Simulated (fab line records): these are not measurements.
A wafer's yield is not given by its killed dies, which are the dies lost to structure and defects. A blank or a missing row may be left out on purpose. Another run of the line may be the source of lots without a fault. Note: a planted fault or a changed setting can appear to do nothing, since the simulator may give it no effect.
Matching of chambers :: flow gf180mcu :: rie diel-04 running GF_M5_ETCH_09: 4 sister chambers
The step etches Si3N4 in CF4/O2, target depth 52 nm, time 11.6 s. 4 wafers are shown with their chamber, then 8 later ones without.

== EACH WAFER AND ITS CHAMBER ==
wafer: L613.5
chamber: 2
drypump motor current A (A): 5.8

wafer: L614.1
chamber: 0
drypump motor current A (A): 6.1

wafer: L614.4
chamber: 1
drypump motor current A (A): 5.5

wafer: L618.1
chamber: 3
drypump motor current A (A): 6.0

== WAFERS MISSING THEIR CHAMBER ==
wafer: L618.3
drypump motor current A (A): 5.6

wafer: L618.4
drypump motor current A (A): 5.6

wafer: L621.1
drypump motor current A (A): 6.0

wafer: L621.2
drypump motor current A (A): 5.9

wafer: L621.3
drypump motor current A (A): 6.0

wafer: L625.1
drypump motor current A (A): 6.0

wafer: L625.3
drypump motor current A (A): 6.0

wafer: L625.6
drypump motor current A (A): 5.5

== WHICH CHAMBER EACH WENT THROUGH ==
wafer: L618.3
from the rows above: can't be placed: 1 or 2
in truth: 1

wafer: L618.4
from the rows above: can't be placed: 1 or 2
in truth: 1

wafer: L621.1
from the rows above: can't be placed: 3 or 0
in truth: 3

wafer: L621.2
from the rows above: can't be placed: 3 or 2 or 0
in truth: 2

wafer: L621.3
from the rows above: can't be placed: 3 or 0
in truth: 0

wafer: L625.1
from the rows above: can't be placed: 3 or 0
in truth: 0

wafer: L625.3
from the rows above: can't be placed: 3 or 0
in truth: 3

wafer: L625.6
from the rows above: 1
in truth: 1
1 of 8 placed correctly. These rows do not allow placing 7 (true chamber among the candidates in 7). Number placed wrongly: 0.
How it was worked out, from the rows above alone: a wafer's distance from a chamber is the root of the sum, over the readings, of the square of ((its reading less the chamber's mean) divided by the reading's scatter). If the next closest chamber is less than 2 further off than the closest, the wafer can't be placed; otherwise it belongs to the closest. Each chamber's mean is taken over the wafers shown for it. The scatter (one wafer shown for each chamber): square how far every hidden wafer sits from the nearest shown wafer, average those squares and take the square root.
